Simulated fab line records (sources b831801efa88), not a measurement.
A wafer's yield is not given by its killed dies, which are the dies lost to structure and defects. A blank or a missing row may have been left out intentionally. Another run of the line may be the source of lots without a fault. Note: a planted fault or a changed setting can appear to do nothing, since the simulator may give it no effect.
fab line records	flow sky130
[record] lots = 6	wafers = 17	last-day = 50
route steps=708 shown SD_N@352 SD_P@359 RES_XHIGH@360 SALICIDE@361 LI_CONTACT@362 PAD_OPEN@708
lots that met no fault: from a run of the same line without faults
start-h: the number of hours between the record's first day and the start of the first shown wafer of the lot	wait-h: hours from the lot's prior step to this one	" same as the row above	L1.1+2: several wafers, shown together as one row	- either no value or no given start	* or withheld: withheld	< > ~ a bound
route shown NAME@n: names a module that has steps shown in the file, with the first one's number in the route	usual: the fault-free wafers' mean and standard deviation	same: alike in all rows	chamber/n: place in a boat	sites: per-site readings	_std_site: the values' standard deviation	_edge_site: mean of outer sites minus mean of inner sites	radius-mm: for every site, how far away it sits from the centre of the wafer	mask NAME#n: copy n	behind: the last tool/chamber to shape the wafer	hold: cause of the lot's hold/its duration in hours/its outcome	device: which transistor (n, p or np) failed to switch	end of line: the same wafers' tests at the end of the route	a step given without rows: its recipe and nothing more	killed: dies that structure and defects cost at the first sort, which is not the same as the wafer's yield	map: shows each die of a wafer: x if killed, . if not, _ if none is there
set.NAME: setting as actually run; set.NAME@STEP: the setting as run at that earlier step	model.NAME: the simulator's own value behind a step, which no gauge read
certain route steps with their lots: each step a table, each wafer a row
services: the hour from which a tool's chamber was out of use, counted from the record's first day as start-h (under 0 if before that day), plus the number of hours and why
[[steps]]
[step SKY_SD_N_IMPLANT_10]
[recipe] species = P	energy-kev = 20	dose-cm2 = 1e+14	tilt-deg = 0
[step SKY_SD_N_STRIP_11]
[recipe] chemistry = O2/N2	power-w = 1400	pressure-mtorr = 1500	platen-temp-c = withheld	o2-flow-sccm = 3000	n2-flow-sccm = 300	overash-fraction = 0.5
[usual] drypump-motor-current-A = 5.6/0.31	oes-product-au = 0.527/0.0046	strip-time-to-endpoint-s = 22.54/0.045
lot.wafer	tool	chamber	start-h	wait-h	drypump-motor-current-A	oes-product-au	rf-hours-counter-h	strip-time-to-endpoint-s
L266.2	plasma-asher-02	1	665.52	0.1	5.2	0.525	56	22.55
L266.4	"	1	"	"	5.2	0.532	-	22.63
L266.5	"	0	"	"	5.6	0.523	-	22.60
L270.1	plasma-asher-01	1	699.37	0.1	5.6	0.527	28	22.59
L270.5	"	1	"	"	5.6	0.528	-	22.59
L270.6	"	0	"	"	5.7	0.528	-	22.58
L278.4	plasma-asher-01	0	764.59	0.1	5.7	0.527	-	22.51
L278.5	"	1	"	"	5.6	0.526	-	22.52
L280.2	plasma-asher-01	1	784.26	0.1	5.6	0.530	37	22.55
L280.4	"	0	"	"	5.7	0.532	-	22.45
L280.6	"	1	"	"	5.6	0.530	-	22.48
L281.1	plasma-asher-03	0	785.79	0.1	5.0	0.526	100	22.51
L281.5	"	0	"	"	5.0	0.523	-	22.52
L281.6	"	1	"	"	5.9	0.529	-	22.54
L285.1	plasma-asher-03	1	808.33	0.1	5.9	0.533	103	22.49
L285.2	"	0	"	"	5.1	0.528	103	22.51
L285.4	"	1	"	"	5.9	0.525	-	22.46
[step SKY_SD_N_TW_MEAS_12]
[usual] SD_N_TW = 3984/46
lot.wafer	tool	chamber	start-h	wait-h	SD_N_TW
L266.2	film-metro-01	-	665.63	0.1	3969
L266.4	"	-	"	"	3958
L266.5	"	-	"	"	3963
L270.1	film-metro-01	-	699.47	0.1	3981
L270.5	"	-	"	"	3964
L270.6	"	-	"	"	3973
L278.4	film-metro-04	-	764.69	0.1	4022
L278.5	"	-	"	"	4023
L280.2	film-metro-02	-	784.37	0.1	3908
L280.4	"	-	"	"	3907
L280.6	"	-	"	"	3898
L281.1	film-metro-01	-	785.89	0.1	3977
L281.5	"	-	"	"	3971
L281.6	"	-	"	"	3964
L285.1	film-metro-01	-	808.43	0.1	3966
L285.2	"	-	"	"	3962
L285.4	"	-	"	"	3977
[step SKY_SD_N_CLEAN_13]
[recipe] chemistry = SC1/SC2	mix = 1:4:20	temp-c = 70	time-s = 150	dry = n2-spin
[step SKY_SD_N_RTA_14]
[recipe] temp-c = 1075	time-s = 2	idle-temp-c = 650	ramp-up-c-per-s = 150	ramp-down-c-per-s = 90	ambient = N2
[usual] lamp-power-pct = 15.72/0.049	wafer_temp_C_max = 1078.2/1.3
lot.wafer	tool	chamber	start-h	wait-h	lamp-power-pct	wafer_temp_C_max
L266.2	rtp-anneal-02	0	665.74	0.0	15.72	1081.6
L266.4	"	0	"	"	15.69	1076.8
L266.5	"	0	"	"	15.73	1080.9
L270.1	rtp-anneal-02	0	699.58	0.0	15.84	1076.4
L270.5	"	0	"	"	15.72	1078.5
L270.6	"	0	"	"	15.72	1078.3
L278.4	rtp-anneal-02	0	764.80	0.0	15.63	1079.2
L278.5	"	0	"	"	15.64	1078.6
L280.2	rtp-anneal-02	0	784.48	0.0	15.70	1078.5
L280.4	"	0	"	"	15.69	1078.6
L280.6	"	0	"	"	15.80	1078.7
L281.1	rtp-anneal-01	0	786.01	0.0	15.66	1077.9
L281.5	"	0	"	"	15.73	1078.2
L281.6	"	0	"	"	15.75	1077.3
L285.1	rtp-anneal-01	0	808.54	0.0	15.69	1078.6
L285.2	"	0	"	"	15.74	1079.0
L285.4	"	0	"	"	15.73	1080.2
[step SKY_SD_N_RS_MEAS_16]
[recipe] thk-meas-gauge = four-point-probe
[usual] SD_N_RS = 68.45/0.13
lot.wafer	tool	chamber	start-h	wait-h	SD_N_RS[ohm/sq]
L266.2	film-metro-04	-	665.93	0.1	68.33
L266.4	"	-	"	"	68.06
L266.5	"	-	"	"	68.22
L270.1	film-metro-04	-	699.76	0.1	68.54
L270.5	"	-	"	"	68.38
L270.6	"	-	"	"	68.40
L278.4	film-metro-01	-	765.01	0.1	68.57
L278.5	"	-	"	"	68.49
L280.2	film-metro-01	-	784.66	0.1	68.28
L280.4	"	-	"	"	68.34
L280.6	"	-	"	"	68.48
L281.1	film-metro-02	-	786.18	0.1	68.54
L281.5	"	-	"	"	68.62
L281.6	"	-	"	"	68.34
L285.1	film-metro-02	-	808.71	0.1	68.60
L285.2	"	-	"	"	68.56
L285.4	"	-	"	"	68.61
[step SKY_SD_N_RS_MEAS_17]
[recipe] thk-meas-gauge = four-point-probe
[usual] SD_P_RS = 146.9/0.44
lot.wafer	tool	chamber	start-h	wait-h	SD_P_RS[ohm/sq]
L266.2	film-metro-04	-	666.05	0.1	146.2
L266.4	"	-	"	"	146.2
L266.5	"	-	"	"	146.0
L270.1	film-metro-04	-	699.88	0.1	147.3
L270.5	"	-	"	"	147.1
L270.6	"	-	"	"	146.9
L278.4	film-metro-01	-	765.13	0.1	147.0
L278.5	"	-	"	"	147.2
L280.2	film-metro-01	-	784.78	0.1	146.7
L280.4	"	-	"	"	146.9
L280.6	"	-	"	"	146.6
L281.1	film-metro-02	-	786.30	0.1	147.0
L281.5	"	-	"	"	147.1
L281.6	"	-	"	"	146.7
L285.1	film-metro-02	-	808.83	0.1	147.6
L285.2	"	-	"	"	147.9
L285.4	"	-	"	"	147.9
[step SKY_SD_N_RS_MEAS_18]
[recipe] thk-meas-gauge = four-point-probe
[usual] RES_XHIGH_RS = 332.9/1.3
lot.wafer	tool	chamber	start-h	wait-h	RES_XHIGH_RS[ohm/sq]
L266.2	film-metro-04	-	666.17	0.1	331.8
L266.4	"	-	"	"	331.7
L266.5	"	-	"	"	332.4
L270.1	film-metro-04	-	700.00	0.1	332.3
L270.5	"	-	"	"	333.0
L270.6	"	-	"	"	332.1
L278.4	film-metro-01	-	765.25	0.1	331.2
L278.5	"	-	"	"	331.6
L280.2	film-metro-01	-	784.90	0.1	332.9
L280.4	"	-	"	"	331.6
L280.6	"	-	"	"	332.6
L281.1	film-metro-02	-	786.42	0.1	332.4
L281.5	"	-	"	"	333.6
L281.6	"	-	"	"	332.9
L285.1	film-metro-02	-	808.95	0.1	332.8
L285.2	"	-	"	"	333.2
L285.4	"	-	"	"	332.2
[step SKY_SALICIDE_CLEAN_00]
[recipe] chemistry = HF-last	time-s = 30	dilution = 100:1	dry = ipa-marangoni
[step SKY_LI_CONTACT_HDPCVD_00]
[recipe] material = PSG	target-thk-nm = 930	sigma-open-frac = 0.3	time-s = 155	temp-c = 600	sih4-flow-sccm = 60	pressure-mtorr = 6
[step SKY_LI_CONTACT_THK_MEAS_01]
[recipe] reads = PSG_of_LI_CONTACT_HDPCVD_00
[usual] LI_CONTACT_HDPCVD_THK = 931/11
lot.wafer	tool	chamber	start-h	wait-h	LI_CONTACT_HDPCVD_THK[nm]
L266.2	film-metro-02	-	666.40	0.1	936
L266.4	"	-	"	"	931
L266.5	"	-	"	"	932
L270.1	film-metro-02	-	700.24	0.1	930
L270.5	"	-	"	"	928
L270.6	"	-	"	"	906
L278.4	film-metro-04	-	765.51	0.1	932
L278.5	"	-	"	"	936
L280.2	film-metro-04	-	785.13	0.1	938
L280.4	"	-	"	"	938
L280.6	"	-	"	"	945
L281.1	film-metro-01	-	786.66	0.1	930
L281.5	"	-	"	"	911
L281.6	"	-	"	"	917
L285.1	film-metro-01	-	809.19	0.1	931
L285.2	"	-	"	"	936
L285.4	"	-	"	"	926
[step SKY_LI_CONTACT_CMP_02]
[recipe] material = PSG	down-force-psi = 4	platen-rpm = 60	pad-velocity-m-s = 0.94248
[usual] motor-current-A = 12.1/0.91	time-to-endpoint-s = 32.2/2.6
lot.wafer	tool	chamber	start-h	wait-h	motor-current-A	time-to-endpoint-s
L266.4	cmp-02	1	666.45	0.0	12.9	34.0
L266.2	"	2	"	"	11.2	31.6
L266.5	"	1	"	"	12.5	34.3
L270.1	cmp-02	2	700.45	0.2	12.0	32.3
L270.5	"	3	"	"	11.9	30.5
L270.6	"	0	"	"	13.3	33.1
L278.4	cmp-02	3	765.69	0.2	12.3	20.1
L278.5	"	1	"	"	12.7	20.7
L280.2	cmp-02	1	785.23	0.1	13.7	16.7
L280.4	"	2	"	"	11.6	17.2
L280.6	"	1	"	"	12.3	19.3
L281.1	cmp-01	3	786.87	0.2	12.0	27.6
L281.6	"	0	"	"	11.2	26.3
L281.5	"	1	"	"	12.4	26.1
L285.4	cmp-01	2	809.25	0.0	10.0	32.5
L285.1	"	0	"	"	12.1	29.2
L285.2	"	1	"	"	12.3	32.0
[step SKY_LI_CONTACT_BOW_MEAS_03]
[recipe] mode = bow
[usual] LI_CONTACT_BOW = 55/6.5
lot.wafer	tool	chamber	start-h	wait-h	LI_CONTACT_BOW[um]
L266.2	film-metro-04	-	666.77	0.2	48
L266.4	"	-	"	"	56
L266.5	"	-	"	"	52
L270.1	film-metro-02	-	700.60	0.1	64
L270.5	"	-	"	"	57
L270.6	"	-	"	"	62
L278.4	film-metro-04	-	765.90	0.2	49
L278.5	"	-	"	"	63
L280.2	film-metro-02	-	785.50	0.2	62
L280.4	"	-	"	"	58
L280.6	"	-	"	"	47
L281.1	film-metro-04	-	787.02	0.1	52
L281.5	"	-	"	"	60
L281.6	"	-	"	"	54
L285.1	film-metro-01	-	809.55	0.1	48
L285.2	"	-	"	"	53
L285.4	"	-	"	"	67
[step SKY_PAD_OPEN_PROBE_99]
[usual] killed_at_M0_to_M3 = 45/7.1	killed_at_M4_up = 3.0/1.8	killed-at-contacts = 24/5.4	killed-at-front-end = 16/4.9	killed-at-other = 0.3/0.63	killed-dies = 88/11	killed-on-rim = 17/3.4	killed-open = 47/7.4	killed-short = 40/7
[same] gross-dies = 492	killed-at-back-side = 0
lot.wafer	tool	chamber	start-h	wait-h	killed_at_M0_to_M3	killed_at_M4_up	killed-at-contacts	killed-at-front-end	killed-at-other	killed-dies	killed-on-rim	killed-open	killed-short
L270.1	prober-01	-	1112.78	0.1	44	3	31	17	1	96	19	52	44
L270.5	prober-01	-	1112.98	0.2	37	5	26	13	0	81	12	48	32
L270.6	prober-01	-	1113.03	0.2	47	1	31	12	0	91	15	61	30
L278.4	prober-01	-	1156.27	0.2	41	2	15	14	0	72	12	40	32
L278.5	prober-01	-	1156.32	0.2	43	3	20	12	0	78	12	38	40
L280.2	prober-01	-	1171.36	0.1	52	4	32	11	0	99	15	53	46
L280.4	prober-01	-	1171.46	0.2	33	2	22	16	0	73	17	34	39
L280.6	prober-01	-	1171.56	0.2	42	3	22	7	0	74	14	38	36
L281.1	prober-02	-	1173.20	0.1	63	0	23	16	0	102	21	55	46
L281.5	prober-02	-	1173.40	0.2	60	3	21	19	0	103	19	63	39
L281.6	prober-02	-	1173.45	0.2	56	5	27	16	0	104	18	59	45
L285.1	prober-02	-	1188.41	0.1	46	7	26	11	0	90	15	45	45
L285.2	prober-02	-	1188.46	0.1	29	5	28	14	0	76	14	34	42
L285.4	prober-02	-	1188.56	0.2	36	1	26	21	0	84	14	56	28
// killed by level:class
L270.1 VIA1:geometric-particle:open=13 CONTACT:geometric-particle:open=10 LOCAL_INTERCONNECT:geometric-particle:short=8 LI_CONTACT:geometric-particle:open=8 FIELD_ISO:geometric-particle:short=5 METAL2:geometric-particle:short=5 METAL1:geometric-particle:short=5 VIA3:geometric-particle:open=5
L270.5 VIA2:geometric-particle:open=10 CONTACT:geometric-particle:open=9 VIA3:geometric-particle:open=7 LI_CONTACT:geometric-particle:open=6 VIA1:geometric-particle:open=6 LOCAL_INTERCONNECT:geometric-particle:short=5 SPACER:geometric-particle:short=3 LOCAL_INTERCONNECT:geometric-particle:open=3
L270.6 CONTACT:geometric-particle:open=13 VIA1:geometric-particle:open=12 FIELD_ISO:geometric-particle:open=8 LI_CONTACT:geometric-particle:open=8 VIA3:geometric-particle:open=8 VIA2:geometric-particle:open=6 VIA3:geometric-particle:short=5 LOCAL_INTERCONNECT:geometric-particle:short=5
L278.4 CONTACT:geometric-particle:open=8 VIA1:geometric-particle:open=8 VIA3:geometric-particle:open=7 FIELD_ISO:geometric-particle:short=6 METAL1:geometric-particle:short=6 METAL2:geometric-particle:short=5 VIA2:geometric-particle:short=4 FIELD_ISO:geometric-particle:open=3
L278.5 METAL1:geometric-particle:short=10 VIA3:geometric-particle:open=9 VIA1:geometric-particle:open=6 CONTACT:geometric-particle:open=6 FIELD_ISO:geometric-particle:short=5 LI_CONTACT:geometric-particle:open=5 LOCAL_INTERCONNECT:geometric-particle:short=4 VIA2:geometric-particle:open=4
L280.2 CONTACT:geometric-particle:open=14 VIA1:geometric-particle:open=11 METAL2:geometric-particle:short=9 VIA3:geometric-particle:open=8 CONTACT:geometric-particle:short=8 METAL1:geometric-particle:short=6 FIELD_ISO:geometric-particle:short=4 LI_CONTACT:geometric-particle:open=4
L280.4 CONTACT:geometric-particle:open=11 POLY_GATE:geometric-particle:short=6 VIA1:geometric-particle:short=6 VIA2:geometric-particle:short=6 POLY_GATE:geometric-particle:open=4 VIA1:geometric-particle:open=4 LOCAL_INTERCONNECT:geometric-particle:short=4 METAL2:geometric-particle:short=4
L280.6 LI_CONTACT:geometric-particle:open=8 METAL1:geometric-particle:short=7 VIA1:geometric-particle:open=7 CONTACT:geometric-particle:open=6 VIA3:geometric-particle:open=6 METAL2:geometric-particle:short=5 VIA2:geometric-particle:short=4 VIA1:geometric-particle:short=4
L281.1 VIA1:geometric-particle:open=15 VIA2:geometric-particle:open=11 CONTACT:geometric-particle:open=7 VIA1:geometric-particle:short=7 METAL2:geometric-particle:short=6 LI_CONTACT:geometric-particle:open=5 LOCAL_INTERCONNECT:geometric-particle:short=5 METAL1:geometric-particle:short=5
L281.5 VIA1:geometric-particle:open=19 VIA2:geometric-particle:open=12 POLY_GATE:geometric-particle:open=7 CONTACT:geometric-particle:open=6 VIA1:geometric-particle:short=6 VIA2:geometric-particle:short=5 LI_CONTACT:geometric-particle:open=5 METAL1:geometric-particle:short=4
L281.6 VIA2:geometric-particle:open=13 LI_CONTACT:geometric-particle:open=12 VIA1:geometric-particle:open=10 CONTACT:geometric-particle:short=7 VIA1:geometric-particle:short=6 METAL3:geometric-particle:short=6 VIA3:geometric-particle:open=6 POLY_GATE:geometric-particle:open=5
L285.1 VIA1:geometric-particle:open=8 LI_CONTACT:geometric-particle:open=7 METAL1:geometric-particle:short=7 VIA3:geometric-particle:open=7 CONTACT:geometric-particle:short=6 VIA2:geometric-particle:open=6 VIA3:geometric-particle:short=6 METAL2:geometric-particle:short=5
L285.2 CONTACT:geometric-particle:open=9 VIA1:geometric-particle:open=8 LOCAL_INTERCONNECT:geometric-particle:short=6 METAL2:geometric-particle:short=6 LI_CONTACT:geometric-particle:short=5 LI_CONTACT:geometric-particle:open=5 FIELD_ISO:geometric-particle:short=4 VIA2:geometric-particle:open=4
L285.4 LI_CONTACT:geometric-particle:open=11 CONTACT:geometric-particle:open=8 FIELD_ISO:geometric-particle:open=7 VIA2:geometric-particle:open=7 VIA3:geometric-particle:open=7 POLY_GATE:geometric-particle:open=6 VIA1:geometric-particle:open=5 CONTACT:geometric-particle:short=4
[[services]]
tool	chamber	start-h	hours	kind
plasma-asher-03	-	647.15	2.8	pm
plasma-asher-01	-	663.76	3.3	repair
cmp-01	-	696.18	4.2	pm
cmp-01	-	708.17	10.3	repair
cmp-01	-	736.27	1.6	repair
cmp-01	-	738.17	0.7	repair
plasma-asher-02	-	742.67	0.7	repair
cmp-01	-	744.00	4.0	pm
cmp-01	-	748.00	-	consumable-replace:conditioner
cmp-01	-	748.00	-	consumable-replace:pad
plasma-asher-02	-	751.20	4.2	repair
plasma-asher-03	-	752.68	1.3	repair
cmp-02	-	754.07	1.5	repair
rtp-anneal-01	-	763.68	12.4	pm
cmp-02	-	774.28	4.3	pm
cmp-02	-	788.82	0.9	repair
[[key]]
[first-sign] step = SKY_LI_CONTACT_CMP_02	reading = time-to-endpoint-s	direction = down	sigmas = 5.1	usual = *	struck = *
effect none on later readings
met-at SKY_LI_CONTACT_CMP_02
struck-wafers L278.4,L278.5,L280.2,L280.4,L280.6
tester-left-out L278,L280
onset-between 700.45 765.69
[fault] kind = process-parameter-drift	tool = cmp-02	chamber = -	onset-h = 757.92	steps = SKY_LI_CONTACT_CMP_02	channel = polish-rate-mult	offset = 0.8	shape = step	end-h = 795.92
// tester-left-out: of these lots the tester's yield and bins aren't shown, on N5 and GAA mostly nor the transistor test; their killed dies are dies lost to structure and defects alone, not to doping, threshold or leakage, so they don't give the yield
